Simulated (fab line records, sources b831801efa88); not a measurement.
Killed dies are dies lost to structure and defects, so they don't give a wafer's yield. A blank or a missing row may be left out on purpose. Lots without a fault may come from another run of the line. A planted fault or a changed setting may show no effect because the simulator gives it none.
Which tool did it? | flow gf180mcu | 13 lots, 39 wafers sampled, at 6 steps of a route of 602

WHAT THE GAUGES READ, wafer by wafer
GF_NWELL_OVL_MEAS_07. Usual: NWELL_OVL -0.3 nm, standard deviation 1.6.
lot  | measured    | on         | NWELL_OVL (nm) | flag
L318 | day 3 09:52 | overlay-02 | 1.3 -1.2 0.3   |
L319 | day 3 13:57 | overlay-02 | -0.5 -1.2 1.8  |
L320 | day 3 17:48 | overlay-02 | 0.7 -0.8 -0.6  |
L321 | day 3 23:51 | overlay-01 | -0.4 -0.7 1.7  |
L322 | day 4 04:28 | overlay-02 | 2.7 0.2 -0.5   |
L324 | day 4 17:41 | overlay-01 | 0.4 -0.2 1.9   |
L325 | day 4 23:19 | overlay-01 | 0.8 -0.4 1.1   |
L327 | day 5 09:04 | overlay-01 | -4.7 -2.4 -5.2 |
L332 | day 6 16:45 | overlay-01 | -0.1 1.1 1.7   |
L333 | day 6 19:31 | overlay-01 | -0.7 0.8 0.9   |
L337 | day 7 19:22 | overlay-01 | -2.3 0.9 -1.0  |
L340 | day 8 12:37 | overlay-02 | -1.2 -1.2 1.4  |
L341 | day 8 18:22 | overlay-01 | -0.5 -1.3 -0.2 |

GF_LVPWELL_TW_MEAS_11. Usual: LVPWELL_TW 559, standard deviation 3.1.
lot  | measured    | on            | LVPWELL_TW  | flag
L318 | day 3 23:17 | film_metro-03 | 549 555 551 |
L319 | day 4 03:39 | film_metro-01 | 563 561 562 |
L320 | day 4 08:09 | film_metro-02 | 557 557 561 |
L321 | day 4 14:12 | film_metro-01 | 562 559 559 |
L322 | day 4 19:29 | film_metro-01 | 558 556 563 |
L324 | day 5 08:37 | film_metro-03 | 558 561 556 |
L325 | day 5 13:51 | film_metro-03 | 560 556 562 |
L327 | day 5 23:36 | film_metro-03 | 557 559 556 |
L332 | day 7 09:11 | film_metro-01 | 30 30 30    | OFF
L333 | day 7 11:58 | film_metro-02 | 560 558 558 |
L337 | day 8 12:37 | film_metro-01 | 567 565 563 |
L340 | day 9 05:31 | film_metro-02 | 559 555 556 |
L341 | day 9 11:38 | film_metro-01 | 562 560 559 |

GF_POLY_GATE_THK_MEAS_17. Usual: POLY_GATE_OXIDATION_THK 3.99 nm, standard deviation 0.094.
lot  | measured     | on            | POLY_GATE_OXIDATION_THK (nm) | flag
L318 | day 9 09:07  | film_metro-04 | 4.01 4.04 3.93               |
L319 | day 9 18:40  | film_metro-02 | 3.93 3.88 3.85               |
L320 | day 10 00:43 | film_metro-04 | 4.00 4.01 3.96               |
L321 | day 10 03:51 | film_metro-01 | 4.01 4.01 4.02               |
L322 | day 10 14:04 | film_metro-02 | 4.13 4.11 4.02               |
L324 | day 11 05:32 | film_metro-04 | 3.84 3.87 3.94               |
L325 | day 11 13:51 | film_metro-02 | 3.88 3.88 3.89               |
L327 | day 12 05:27 | film_metro-04 | 3.82 3.89 3.88               |
L332 | day 14 01:39 | film_metro-02 | 3.96 4.05 3.99               |
L333 | day 14 01:14 | film_metro-02 | 3.97 3.82 3.92               |
L337 | day 15 04:23 | film_metro-02 | 3.96 4.00 3.95               |
L340 | day 16 06:00 | film_metro-01 | 4.17 4.18 4.15               |
L341 | day 16 10:17 | film_metro-01 | 4.13 4.05 4.14               |

GF_HV_LDD_OVL_MEAS_08. Usual: HV_LDD_OVL 0.4 nm, standard deviation 1.5.
lot  | measured     | on         | HV_LDD_OVL (nm) | flag
L318 | day 10 03:05 | overlay-02 | 1.3 1.3 1.3     |
L319 | day 10 12:43 | overlay-02 | 1.2 2.4 0.7     |
L320 | day 10 19:04 | overlay-02 | 0.2 0.4 1.0     |
L321 | day 10 23:04 | overlay-01 | 0.8 2.2 0.8     |
L322 | day 11 09:05 | overlay-02 | 2.1 1.7 2.9     |
L324 | day 12 00:17 | overlay-02 | -1.2 0.4 -0.7   |
L325 | day 12 08:41 | overlay-01 | -0.6 0.6 0.8    |
L327 | day 13 01:41 | overlay-02 | 2.0 2.1 2.8     |
L332 | day 14 23:23 | overlay-01 | -1.8 -1.2 -1.3  |
L333 | day 14 22:04 | overlay-01 | -0.5 -1.3 0.0   |
L337 | day 16 02:45 | overlay-01 | -1.6 -2.3 -0.9  |
L340 | day 17 04:58 | overlay-01 | -2.0 -2.8 -3.2  |
L341 | day 17 09:37 | overlay-02 | 0.9 -0.4 0.1    |

WHICH TOOL RAN EACH LOT (tool, then ch and the chambers of the sampled wafers, then the start)
lot  | GF_NWELL_STRIP_10                   | GF_LVPWELL_STRIP_10
L318 | plasma_asher-04 ch 0, day 3 10:11   | plasma_asher-01 ch 0, day 3 23:11
L319 | plasma_asher-03 ch 0,1, day 3 14:17 | plasma_asher-04 ch 0,1, day 4 03:32
L320 | plasma_asher-04 ch 0,1, day 3 18:08 | plasma_asher-01 ch 0,1, day 4 08:02
L321 | plasma_asher-03 ch 0, day 4 00:11   | plasma_asher-01 ch 0, day 4 14:06
L322 | plasma_asher-04 ch 0,1, day 4 04:47 | plasma_asher-04 ch 0,1, day 4 19:22
L324 | plasma_asher-04 ch 0,1, day 4 18:02 | plasma_asher-01 ch 0,1, day 5 08:32
L325 | plasma_asher-03 ch 0,1, day 4 23:39 | plasma_asher-01 ch 0,1, day 5 13:45
L327 | plasma_asher-04 ch 0,1, day 5 09:23 | plasma_asher-01 ch 0,1, day 5 23:29
L332 | plasma_asher-02 ch 0,1, day 6 17:05 | plasma_asher-01 ch 0,1, day 7 09:04
L333 | plasma_asher-04 ch 0,1, day 6 19:51 | plasma_asher-04 ch 0,1, day 7 11:51
L337 | plasma_asher-04 ch 0,1, day 7 19:42 | plasma_asher-01 ch 0,1, day 8 12:31
L340 | plasma_asher-04 ch 0,1, day 8 12:59 | plasma_asher-02 ch 0,1, day 9 05:26
L341 | plasma_asher-04 ch 0,1, day 8 18:41 | plasma_asher-01 ch 0,1, day 9 11:32
- GF_NWELL_STRIP_10: strips in O2/N2.
- GF_LVPWELL_STRIP_10: strips in O2/N2.

WHAT THE TOOLS THEMSELVES READ (means of the sampled wafers that have a number; where no wafer has one, the mark that the record gives instead)
GF_NWELL_STRIP_10. Usual: chamber_pressure_mTorr 1500.2 mTorr, standard deviation 1.3; drypump_motor_current_A 5.6 A, standard deviation 0.37; heater_power_w 318 W, standard deviation 42; oes_product_au 0.722 a.u., standard deviation 0.0047; strip_time_to_endpoint_s 36.97 s, standard deviation 0.1.
lot  | tool            | chamber_pressure_mTorr (mTorr) | drypump_motor_current_A (A) | heater_power_w (W) | oes_product_au (a.u.) | strip_time_to_endpoint_s (s) | flag
L318 | plasma_asher-04 | 1500.9                         | 5.2                         | 278                | 0.725                 | 36.92                        |
L319 | plasma_asher-03 | 1499.8                         | 5.8                         | 337                | 0.723                 | 36.97                        |
L320 | plasma_asher-04 | 1501.2                         | 5.6                         | 303                | 0.719                 | 36.97                        |
L321 | plasma_asher-03 | 1500.1                         | 6.0                         | 305                | 0.718                 | 37.14                        |
L322 | plasma_asher-04 | 1500.4                         | 5.4                         | 289                | 0.722                 | 36.87                        |
L324 | plasma_asher-04 | 1498.9                         | 5.6                         | 299                | 0.723                 | 36.89                        |
L325 | plasma_asher-03 | 1500.9                         | 5.6                         | 373                | 0.726                 | 37.09                        |
L327 | plasma_asher-04 | 1500.6                         | 5.6                         | 303                | 0.718                 | 36.78                        |
L332 | plasma_asher-02 | 1499.4                         | 5.8                         | 317                | 0.934                 | -                            | OFF
L333 | plasma_asher-04 | 1499.2                         | 5.4                         | 289                | 0.726                 | 37.03                        |
L337 | plasma_asher-04 | 1500.8                         | 5.6                         | 301                | 0.725                 | 36.94                        |
L340 | plasma_asher-04 | 1499.6                         | 5.4                         | 291                | 0.721                 | 37.02                        |
L341 | plasma_asher-04 | 1499.4                         | 5.6                         | 300                | 0.715                 | 36.85                        |

GF_LVPWELL_STRIP_10. Usual: chamber_pressure_mTorr 1500.0 mTorr, standard deviation 1.5; drypump_motor_current_A 5.7 A, standard deviation 0.45; heater_power_w 315 W, standard deviation 28; oes_product_au 0.722 a.u., standard deviation 0.0048; strip_time_to_endpoint_s 37.01 s, standard deviation 0.12.
lot  | tool            | chamber_pressure_mTorr (mTorr) | drypump_motor_current_A (A) | heater_power_w (W) | oes_product_au (a.u.) | strip_time_to_endpoint_s (s) | flag
L318 | plasma_asher-01 | 1500.5                         | 6.2                         | 306                | 0.724                 | 36.96                        |
L319 | plasma_asher-04 | 1500.5                         | 5.4                         | 292                | 0.726                 | 37.12                        |
L320 | plasma_asher-01 | 1500.9                         | 5.5                         | 326                | 0.724                 | 36.95                        |
L321 | plasma_asher-01 | 1501.7                         | 6.2                         | 312                | 0.724                 | 36.87                        |
L322 | plasma_asher-04 | 1498.5                         | 5.6                         | 301                | 0.723                 | 36.90                        |
L324 | plasma_asher-01 | 1499.6                         | 5.9                         | 315                | 0.726                 | 37.26                        |
L325 | plasma_asher-01 | 1499.8                         | 5.5                         | 331                | 0.723                 | 37.23                        |
L327 | plasma_asher-01 | 1499.8                         | 5.8                         | 319                | 0.721                 | 37.00                        |
L332 | plasma_asher-01 | 1499.7                         | 5.9                         | 315                | 0.729                 | 58.98                        | OFF
L333 | plasma_asher-04 | 1499.4                         | 5.6                         | 301                | 0.718                 | 36.97                        |
L337 | plasma_asher-01 | 1500.9                         | 5.5                         | 323                | 0.723                 | 37.12                        |
L340 | plasma_asher-02 | 1500.5                         | 5.7                         | 314                | 0.719                 | 37.07                        |
L341 | plasma_asher-01 | 1501.6                         | 5.5                         | 334                | 0.721                 | 36.96                        |

THE ANSWER, worked out from the rows above alone
Rule: a lot is off if the mean of its wafers that have a number lies more than 3 standard deviations from the usual mean. A lot without any number at a reading at which 4 lots or more have one is off too. The other lots that the step has rows for count as sound. The gauges are gone through in route order, then the tools' own readings, and for those a lot's mean is taken as printed above. The first step at which some lot is off is used, and at that step the reading that is off furthest; a lot without a number counts as furthest.
Off: L332, at GF_LVPWELL_TW_MEAS_11 (LVPWELL_TW).
A tool fits if, at a process step before that reading, it ran every lot that is off, and no sound lot after the first of them. The gauges at GF_LVPWELL_TW_MEAS_11 aren't tried: what is off there is off at GF_NWELL_STRIP_10 too, on other tools, and a gauge's error can't cause that. One fits: plasma_asher-02 at GF_NWELL_STRIP_10. It ran no sound lot before its first lot that is off in this sample, so the start can't be narrowed down.
The tool's own readings at GF_NWELL_STRIP_10 bear it out: on the lots that are off they differ by more than 5 times the standard deviation of the sound lots' means. oes_product_au reads 0.934 a.u. there against 0.722 a.u. on the sound lots.
Blank at GF_NWELL_STRIP_10 on the lots that are off, where sound lots have numbers: strip_time_to_endpoint_s.

WHAT THE SIMULATOR HAD PUT IN
Strip aborted: plasma_asher-02, from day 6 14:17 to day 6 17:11, at GF_NWELL_STRIP_10. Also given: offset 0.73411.
Lots struck among those shown: L332. The rule above found the same.
